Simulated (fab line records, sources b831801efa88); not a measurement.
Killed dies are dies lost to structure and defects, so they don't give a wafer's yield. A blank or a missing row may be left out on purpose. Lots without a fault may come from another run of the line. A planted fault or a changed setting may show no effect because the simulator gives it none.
One fault seen from 2 desks | flow gf180mcu | each desk has only its own numbers; what lay behind them comes last

THE TOOL OWNER'S DESK: rie_metal-03
The tool's own readings at GF_MIM_METAL_ETCH_19 (etches the open film in Cl2/BCl3, stops on Si3N4, target depth 324.5 nm, time 54.1 s): means of the sampled wafers that have a number, for each lot that ran on this tool. A lot is out of limits, marked OUT, if its mean lies more than 4 standard deviations from the usual mean; the brackets give that distance.
Columns: A = chamber_pressure_mTorr at GF_MIM_METAL_ETCH_19, usual 8.000 mTorr; B = drypump_motor_current_A at GF_MIM_METAL_ETCH_19, usual 5.5 A; C = oes_product_au at GF_MIM_METAL_ETCH_19, usual 0.941 a.u.; D = rf_fwd_power_W at GF_MIM_METAL_ETCH_19, usual 792 W; E = throttle_valve_pct at GF_MIM_METAL_ETCH_19, usual 28.284 %
lot  | first seen here | A     | B   | C                | D             | E
L489 | day 25 17:28    | 8.005 | 5.5 | 0.937            | 790           | 28.293
L492 | day 26 17:00    | 8.002 | 5.2 | 0.940            | 794           | 28.280
L500 | day 29 02:25    | 7.994 | 5.4 | 0.910 (-5.2) OUT | 659 (-33) OUT | 28.326 (+4.4) OUT
L501 | day 29 06:03    | 8.004 | 4.9 | 0.913 (-4.8) OUT | 669 (-31) OUT | 28.321
This desk's finding: out of limits on L500, L501; first on L500, day 29 02:25 (oes_product_au at GF_MIM_METAL_ETCH_19). In limits: L489, L492.

THE METROLOGY DESK
What the gauges read, lot by lot, whatever tool the lot ran on: means of the sampled wafers that have a number. A lot is out of limits, marked OUT, if its mean lies more than 4 standard deviations from the usual mean; the brackets give that distance.
Columns: A = cd_nm at GF_V4_CD_MEAS_14, usual 260.1 nm
lot  | first seen here | A
L489 | day 24 18:23    | 261.0
L490 | day 25 05:04    | 258.7
L491 | day 25 09:16    | 259.0
L492 | day 25 18:32    | 259.9
L496 | day 26 18:57    | 260.6
L500 | day 28 05:01    | 260.5
L501 | day 28 08:46    | 259.8
L502 | day 28 19:41    | 258.8
L503 | day 29 01:34    | 261.4
L506 | day 29 20:13    | 260.5
L507 | day 29 23:53    | 260.8
L508 | day 30 11:07    | 260.6
L509 | day 30 14:50    | 260.9
L512 | day 31 09:22    | 258.3
This desk's finding: nothing out of limits on any of the 14 lots.

PUT TOGETHER
The tool owner's desk could have raised an alarm at day 29 02:25, on L500, L501.
The metrology desk saw nothing out of limits.
The metrology desk has L500, L501 on record, within its limits.
Of the lots named, all ran GF_MIM_METAL_ETCH_19 on rie_metal-03.

WHAT THE SIMULATOR HAD PUT IN
Process parameter drift: rie_metal-03, from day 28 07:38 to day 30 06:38, at GF_MIM_METAL_ETCH_19. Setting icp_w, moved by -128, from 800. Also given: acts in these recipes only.
Lots struck among those shown: L500, L501.
Hours from the fault's start to each desk's first reading out of limits: the tool owner's desk, 19.
